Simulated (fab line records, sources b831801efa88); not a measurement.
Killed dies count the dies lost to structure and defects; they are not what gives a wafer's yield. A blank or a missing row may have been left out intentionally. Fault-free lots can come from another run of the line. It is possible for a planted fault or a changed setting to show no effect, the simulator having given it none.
Matching of chambers | flow sky130 | SKY_CONTACT_CVD_00 on pecvd-01 has 3 sister chambers
The step deposits Si3N4, target thk 75 nm. 16 wafers are shown with their chamber, then 8 later ones without.

WAFERS PAIRED WITH THEIR CHAMBERS
wafer  | chamber | heaterPowerW (W)
L074.2 | 2       | 743
L074.3 | 0       | 676
L074.4 | 1       | 487
L077.2 | 0       | 710
L077.3 | 2       | 787
L077.6 | 0       | 725
L082.2 | 2       | 757
L082.4 | 1       | 596
L082.5 | 2       | 767
L083.4 | 0       | 689
L083.5 | 2       | 662
L083.6 | 1       | 578
L086.3 | 1       | 520
L086.4 | 1       | 539
L086.5 | 0       | 741
L089.2 | 1       | 574

SIGNATURES (averages over the wafers above)
reading      | chamber 0 | chamber 1 | chamber 2 | scatter within a chamber
heaterPowerW | 708.20    | 549.00    | 743.20    | 39.7
Rule: a wafer's distance from a chamber is the root of the sum, over the readings, of the square of ((its reading less the chamber's mean) divided by the reading's scatter). If the next closest chamber is less than 2 further off than the closest, the wafer can't be placed; otherwise it belongs to the closest. How the scatter is found: for the shown wafers, subtract from each reading the mean of its chamber, square and add these, divide the total by (wafers less chambers), then take the root.

WAFERS WITHOUT THEIR CHAMBER
wafer  | heaterPowerW (W)
L089.4 | 779
L089.6 | 714
L090.1 | 752
L090.4 | 726
L090.5 | 748
L093.2 | 493
L093.4 | 494
L093.6 | 775

EACH ONE'S CHAMBER
wafer  | from the rows above     | in truth
L089.4 | can't be placed: 2 or 0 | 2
L089.6 | can't be placed: 0 or 2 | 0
L090.1 | can't be placed: 2 or 0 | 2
L090.4 | can't be placed: 2 or 0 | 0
L090.5 | can't be placed: 2 or 0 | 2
L093.2 | 1                       | 1
L093.4 | 1                       | 1
L093.6 | can't be placed: 2 or 0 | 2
Correctly placed: 2 of 8. Not placeable from these rows: 6 (in 6, the candidates include the true chamber). Placed wrongly: 0.
